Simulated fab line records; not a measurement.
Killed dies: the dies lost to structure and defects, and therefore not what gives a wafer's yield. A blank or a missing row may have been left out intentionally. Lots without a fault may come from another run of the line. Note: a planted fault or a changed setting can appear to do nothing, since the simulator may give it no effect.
A struck lot beside a sound one / flow sky130 / 15 out of 708 route steps
Sound: these wafers, L866.1, L866.2, L866.3. Struck: wafer L869.2 (L869.4, L869.6, from the same lot, were not struck and are left out); the cause is given at the end.
At each step with rows: each side's tool, then ch and its chambers, then its first start. Under that, the readings that differ: sound wafers / struck wafers / difference of the means / sigmas: that difference in standard deviations of wafers without a fault.
alike: readings whose means differ by less than 2 such deviations, and words and numbers that are the same on both sides. not compared: withheld readings, readings that some wafer has no value for, bounds like >300 that may hide the same value, and numbers for which the record gives no deviation and whose values overlap.
Wherever a step has rows on one side only, a row that says differs or no value, or a row with sigmas, the two part there. Numbers that don't overlap but have no deviation are shown without sigmas and don't part them. A reading that every wafer of one side lacks parts them only if that side has two wafers or more.

first, 8 steps without rows for these wafers: SKY_FIELD_ISO_DEHYDRATE_05 (time 60 s); SKY_FIELD_ISO_HMDS_06 (prime time 60 s); SKY_FIELD_ISO_COAT_07 (resist thk 60 nm); SKY_FIELD_ISO_COAT_08 (resist thk 450 nm); SKY_FIELD_ISO_SOFTBAKE_09 (time 90 s); SKY_FIELD_ISO_EXPOSE_10 (exposes mask FOM, target cd 150 nm); SKY_FIELD_ISO_PEB_11; SKY_FIELD_ISO_DEVELOP_12 (develop time 60 s).
SKY_FIELD_ISO_CD_MEAS_13: target cd 150 nm.
  sound on cd-sem-01, day 4 18:46; struck on cd-sem-01, day 5 07:35
  alike: cd-nm
SKY_FIELD_ISO_ETCH_14: etches BARC in N2/H2, stops on SiO2, time 45.9 s, target depth 60 nm.
  sound on rie-diel-01 ch 0,1,3, day 4 18:53; struck on rie-diel-04 ch 1, day 5 07:41
reading=rf-hours-counter-h (h); sound=10 89 110; struck=1; difference=-69; sigmas=
  alike: drypump-motor-current-A, oes-product-au, rf-fwd-power-W, run-length-s, throttle-valve-pct
SKY_FIELD_ISO_ETCH_15: etches the open film in CHF3/O2, stops on Si, target depth 180 nm, time 72 s.
  sound on rie-diel-01 ch 0,1,3, day 4 18:56; struck on rie-diel-04 ch 1, day 5 07:44
reading=rf-hours-counter-h (h); sound=10 89 110; struck=1; difference=-69; sigmas=
  alike: drypump-motor-current-A, oes-product-au, rf-fwd-power-W, run-length-s, throttle-valve-pct
SKY_FIELD_ISO_STRIP_16: strips in O2/N2.
  sound on plasma-asher-02 ch 0,1, day 4 18:59; struck on plasma-asher-01 ch 1, day 5 07:47
  alike: drypump-motor-current-A, oes-product-au, strip-time-to-endpoint-s
  not compared: rf-hours-counter-h
SKY_FIELD_ISO_ETCH_17: etches Si in HBr/Cl2/O2, target depth 342 nm, time 97.7 s.
  sound on rie-si-02 ch 0,2,3, day 4 19:05; struck on rie-si-01 ch 3, day 5 07:53
reading=rf-hours-counter-h (h); sound=12 18 4; struck=56; difference=+45; sigmas=
reading=run-length-s (s); sound=125.6 125.8 126.3; struck=134.9; difference=+9.0; sigmas=+23
reading=model.etch.depth-nm (nm); sound=343.5 342.5 338.9; struck=367.5; difference=+25.9; sigmas=
reading=model.FIELD_ISO.feature-depth-nm (nm); sound=343.5 342.5 338.9; struck=367.5; difference=+25.9; sigmas=
  alike: drypump-motor-current-A, oes-product-au, rf-fwd-power-W, throttle-valve-pct
then, 1 step without rows for these wafers: SKY_FIELD_ISO_WET_ETCH_18 (etches Si3N4 in H3PO4, target depth 25 nm, time 286 s).
-- a jump in the record: the struck wafers' starts before and after are 44 days apart (it breaks off in module FIELD_ISO and resumes in module PAD_OPEN, where the first step shown is number 708 of the route) --
SKY_PAD_OPEN_PROBE_99:
  sound on prober-02, day 48 10:32; struck on prober-01, day 49 10:56
reading=model.etest.res_p_drift_20v.line-ohm-um; sound=1.257e+04 1.233e+04 1.206e+04; struck=1.336e+04; difference=+1.040e+03; sigmas=
reading=model.etest.res_p_drift_20v.rs-ohm-sq; sound=1.041e+04 1.026e+04 9944; struck=1.133e+04; difference=+1.125e+03; sigmas=
reading=model.etest.pfet_16v.r-on-ohm-um; sound=1.566e+04 1.548e+04 1.541e+04; struck=1.689e+04; difference=+1.373e+03; sigmas=
reading=model.etest.res-iso-pwell.rs-ohm-sq; sound=3029 2960 2890; struck=3787; difference=+827; sigmas=
reading=model.etest.res-iso-pwell.line-ohm-um; sound=1153 1121 1108; struck=1436; difference=+309; sigmas=
reading=model.etest.res-nwell.line-ohm-um; sound=1164 1139 1123; struck=1310; difference=+168; sigmas=
reading=model.etest.res-nwell.rs-ohm-sq; sound=954.5 946.8 934.8; struck=1109; difference=+164; sigmas=
reading=model.etest.pfet_16v.drive-ua-um; sound=231.4 229.9 230.4; struck=223.1; difference=-7.5; sigmas=
  alike: killed_at_M0_to_M3, killed_at_M4_up, killed-at-contacts, killed-at-front-end, killed-at-other, killed-dies, killed-open, killed-short

== WHERE THEY PART ==
Only at SKY_FIELD_ISO_ETCH_17, within this record. Later steps at which nothing parts them and some readings are alike: SKY_PAD_OPEN_PROBE_99.

WHY: whatever the simulator had introduced
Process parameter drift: rie-si-01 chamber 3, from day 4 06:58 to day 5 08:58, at SKY_FIELD_ISO_ETCH_17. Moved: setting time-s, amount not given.
